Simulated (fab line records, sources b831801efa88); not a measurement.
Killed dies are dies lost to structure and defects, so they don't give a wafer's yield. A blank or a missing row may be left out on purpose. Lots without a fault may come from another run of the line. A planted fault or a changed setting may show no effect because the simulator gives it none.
Which tool did it? | flow sky130 | 24 lots, 72 wafers sampled, at 3 steps of a route of 708

WHAT THE GAUGES READ, wafer by wafer
SKY_NWELL_OVL_MEAS_23. Usual: NWELL_01_OVL -0.1 nm, standard deviation 1.2.
lot  | measured     | on         | NWELL_01_OVL (nm) | flag
L074 | day 5 04:24  | overlay-01 | -1.1 -0.4 -0.2    |
L075 | day 5 11:05  | overlay-01 | -1.5 -0.4 -0.7    |
L076 | day 5 17:34  | overlay-01 | -2.5 -2.8 -1.6    |
L077 | day 6 00:35  | overlay-01 | -0.3 -1.2 -0.3    |
L078 | day 6 08:20  | overlay-02 | -1.2 -0.8 0.3     |
L079 | day 6 10:38  | overlay-01 | -0.4 -1.2 -1.3    |
L080 | day 6 14:05  | overlay-02 | -0.4 0.5 -0.1     |
L081 | day 7 00:44  | overlay-02 | 0.0 1.5 0.2       |
L082 | day 7 09:25  | overlay-01 | -0.1 -0.7 -0.9    |
L083 | day 7 11:20  | overlay-02 | 0.2 0.2 -0.4      |
L084 | day 7 19:34  | overlay-02 | 1.3 -0.8 -1.3     |
L085 | day 8 05:01  | overlay-02 | -1.1 0.8 -0.4     |
L086 | day 8 09:49  | overlay-01 | -1.2 -1.2 -0.6    |
L087 | day 8 12:34  | overlay-02 | 0.8 0.9 0.1       |
L088 | day 8 18:04  | overlay-01 | 0.3 -0.5 0.8      |
L089 | day 9 02:05  | overlay-02 | 1.8 0.8 0.6       |
L090 | day 9 06:58  | overlay-01 | 0.3 1.1 1.1       |
L091 | day 9 14:44  | overlay-02 | -2.1 -2.5 -2.0    |
L092 | day 9 22:57  | overlay-02 | 1.6 1.8 0.9       |
L093 | day 10 07:34 | overlay-02 | 0.2 0.8 2.3       |
L094 | day 10 09:27 | overlay-01 | 0.5 1.2 0.2       |
L095 | day 10 13:23 | overlay-01 | 0.4 0.1 0.4       |
L096 | day 10 18:53 | overlay-02 | -0.8 -0.2 -0.1    |
L097 | day 11 02:17 | overlay-01 | 0.5 0.0 -0.3      |

SKY_SD_N_CD_MEAS_07: target cd 380 nm. Usual: cd_nm 380.1 nm, standard deviation 2.3.
lot  | measured     | on        | cd_nm (nm)        | flag
L074 | day 27 17:52 | cd_sem-01 | 385.0 384.0 386.2 |
L075 | day 28 00:26 | cd_sem-02 | 379.0 377.2 379.3 |
L076 | day 28 09:10 | cd_sem-02 | 380.7 381.6 382.5 |
L077 | day 28 20:00 | cd_sem-01 | 379.5 379.3 379.7 |
L078 | day 29 02:28 | cd_sem-02 | 382.2 382.2 380.5 |
L079 | day 29 06:08 | cd_sem-01 | 379.9 380.9 378.1 |
L080 | day 29 14:26 | cd_sem-01 | 380.1 384.3 382.4 |
L081 | day 30 02:32 | cd_sem-02 | 377.8 378.6 377.7 |
L082 | day 30 20:58 | cd_sem-02 | 381.8 378.7 379.9 |
L083 | day 30 19:33 | cd_sem-01 | 379.7 377.8 381.4 |
L084 | day 31 05:50 | cd_sem-01 | 385.2 381.7 385.6 |
L085 | day 31 20:38 | cd_sem-01 | 377.1 377.3 377.7 |
L086 | day 32 00:17 | cd_sem-01 | 379.7 380.8 381.0 |
L087 | day 32 04:23 | cd_sem-01 | 381.7 378.1 379.6 |
L088 | day 32 07:53 | cd_sem-02 | 379.5 379.1 378.7 |
L089 | day 33 00:48 | cd_sem-02 | 375.7 376.6 377.7 |
L090 | day 33 04:22 | cd_sem-02 | 381.7 382.3 382.5 |
L091 | day 33 15:46 | cd_sem-01 | 381.7 380.0 381.2 |
L092 | day 33 23:17 | cd_sem-01 | 381.3 379.9 380.2 |
L093 | day 34 16:44 | cd_sem-01 | 380.9 381.3 382.1 |
L094 | day 34 19:07 | cd_sem-01 | 379.7 380.7 377.5 |
L095 | day 35 00:35 | cd_sem-01 | 381.3 379.8 382.9 |
L096 | day 35 04:43 | cd_sem-02 | 380.8 376.8 378.3 |
L097 | day 35 07:35 | cd_sem-01 | 374.9 376.8 377.3 |

SKY_CONTACT_THK_MEAS_01. Usual: CONTACT_CVD_00_THK 74.9 nm, standard deviation 0.95.
lot  | measured     | on            | CONTACT_CVD_00_THK (nm) | flag
L074 | day 30 06:28 | film_metro-01 | 75.3 76.4 75.4          |
L075 | day 30 14:02 | film_metro-04 | 72.6 75.9 75.8          |
L076 | day 30 21:59 | film_metro-04 | 74.3 75.3 76.1          |
L077 | day 31 09:43 | film_metro-01 | 73.7 74.6 75.2          |
L078 | day 31 15:12 | film_metro-03 | 73.6 73.3 74.2          |
L079 | day 31 19:27 | film_metro-01 | 75.3 73.8 75.4          |
L080 | day 32 02:44 | film_metro-04 | 74.1 74.5 74.2          |
L081 | day 32 15:17 | film_metro-04 | 74.3 75.4 75.7          |
L082 | day 33 08:21 | film_metro-01 | 74.5 73.9 75.0          |
L083 | day 33 07:02 | film_metro-01 | 74.3 74.3 75.3          |
L084 | day 33 18:11 | film_metro-04 | 75.0 75.7 74.8          |
L085 | day 34 08:23 | film_metro-03 | 74.1 74.9 75.7          |
L086 | day 34 14:19 | film_metro-03 | 73.3 74.5 75.4          |
L087 | day 34 16:22 | film_metro-03 | 74.3 75.0 74.5          |
L088 | day 34 18:37 | film_metro-01 | 74.2 74.5 75.1          |
L089 | day 35 12:13 | film_metro-03 | 74.1 76.2 74.9          |
L090 | day 35 15:28 | film_metro-01 | 75.3 74.1 73.8          |
L091 | day 36 01:47 | film_metro-03 | 76.6 76.5 76.9          |
L092 | day 36 09:56 | film_metro-01 | 74.3 75.4 76.7          |
L093 | day 37 03:04 | film_metro-03 | 73.0 74.5 75.3          |
L094 | day 37 05:05 | film_metro-04 | 75.6 75.4 76.2          |
L095 | day 37 09:43 | film_metro-03 | 73.5 74.7 76.1          |
L096 | day 37 14:16 | film_metro-03 | 75.6 74.1 74.6          |
L097 | day 37 17:20 | film_metro-03 | 74.4 74.3 76.3          |

WHICH TOOL RAN EACH LOT (tool, then ch and the chambers of the sampled wafers, then the start)
The record holds no process step before these readings.

WHAT THE TOOLS THEMSELVES READ (means of the sampled wafers that have a number; where no wafer has one, the mark that the record gives instead)
The record holds no such reading with a usual standard deviation.

THE ANSWER, worked out from the rows above alone
Rule: a lot is off if the mean of its wafers that have a number lies more than 3 standard deviations from the usual mean. A lot without any number at a reading at which 4 lots or more have one is off too. The other lots that the step has rows for count as sound. The gauges are gone through in route order, then the tools' own readings, and for those a lot's mean is taken as printed above. The first step at which some lot is off is used, and at that step the reading that is off furthest; a lot without a number counts as furthest.
No lot is off at any reading shown: from this, nothing can be told.

WHAT THE SIMULATOR HAD PUT IN
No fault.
